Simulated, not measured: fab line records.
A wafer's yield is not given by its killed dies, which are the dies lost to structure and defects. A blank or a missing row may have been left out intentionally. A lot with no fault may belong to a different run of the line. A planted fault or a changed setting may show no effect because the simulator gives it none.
A single fault, viewed from 2 desks	flow gf180mcu	every desk sees just its own numbers, and what lay behind them comes last

METROLOGY DESK
What the gauges read for every lot (on any tool): the sampled wafers with a number, averaged. Any lot whose mean is over 4 standard deviations away from the usual mean is out of limits and marked OUT; that distance is given in the brackets.
Columns: A = cd nm at GF_M1_CD_MEAS_14, usual 229.4 nm
lot	first seen here	A
L699	day 17 04:10	232.0
L700	day 17 12:14	229.6
L701	day 17 23:57	230.0
L702	day 18 04:44	227.6
L703	day 18 13:31	228.2
L704	day 18 23:17	228.8
L705	day 19 11:19	231.8
L707	day 20 02:26	229.6
L711	day 21 17:34	230.3
L717	day 23 15:53	226.9
L718	day 23 22:34	229.7
L720	day 24 10:57	229.1
L721	day 24 21:31	230.3
L722	day 25 04:16	229.1
Finding of this desk: none of the 14 lots has anything out of limits.

FOR THE TOOL OWNER'S DESK: plasma asher-04
The tool's own readings at GF_VT_IMPLANT_STRIP_31 (strips in O2/N2): means of the sampled wafers that have a number, for each lot that ran on this tool. Any lot whose mean is over 4 standard deviations away from the usual mean is out of limits and marked OUT; that distance is given in the brackets.
Columns: A = chamber pressure mTorr at GF_VT_IMPLANT_STRIP_31, usual 1500.0 mTorr; B = drypump motor current A at GF_VT_IMPLANT_STRIP_31, usual 5.6 A; C = heater power w at GF_VT_IMPLANT_STRIP_31, usual 329 W; D = o2 flow sccm at GF_VT_IMPLANT_STRIP_31, usual 2999 sccm; E = oes product au at GF_VT_IMPLANT_STRIP_31, usual 0.716 a.u.; F = strip time to endpoint s at GF_VT_IMPLANT_STRIP_31, usual 12.63 s
lot	first seen here	A	B	C	D	E	F
L699	day 6 21:07	1498.2	5.3	308	3000	0.711	12.62
L700	day 7 03:43	1501.7	5.3	299	3003	0.717	12.61
L704	day 8 05:57	1498.9	5.4	312	2997	0.720	12.65
L705	day 8 13:03	1500.5	5.4	306	2996	0.716	12.66
L707	day 9 00:12	1800.5 (+99 or more) OUT	5.3	295	2999	0.740 (+5.1) OUT	12.16 (-15) OUT
L711	day 10 04:57	1799.0 (+99 or more) OUT	5.4	307	2996	0.740 (+5.2) OUT	12.15 (-15) OUT
L720	day 12 13:09	1499.9	5.4	313	3007	0.719	12.66
L721	day 12 20:38	1500.0	5.2	282	3006	0.714	12.61
Finding of this desk: L707, L711 out of limits; the first was L707 at day 9 00:12, on chamber pressure mTorr at GF_VT_IMPLANT_STRIP_31. L699, L700, L704, L705, L720, L721: within limits.

BROUGHT TOGETHER
An alarm could have come from the tool owner's desk at day 9 00:12, on L707, L711.
The metrology desk saw nothing out of limits.
The metrology desk holds a record of L707, L711, inside its limits.
On plasma asher-04, each named lot ran GF_VT_IMPLANT_STRIP_31.

WHAT THE SIMULATOR HAD INSERTED
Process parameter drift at GF_VT_IMPLANT_STRIP_31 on plasma asher-04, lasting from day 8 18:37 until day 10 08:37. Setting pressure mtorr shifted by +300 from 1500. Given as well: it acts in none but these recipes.
Shown lots that were struck: L707, L711.
How many hours passed from the start of the fault until each desk's first out-of-limits reading: the tool owner's desk, 6.
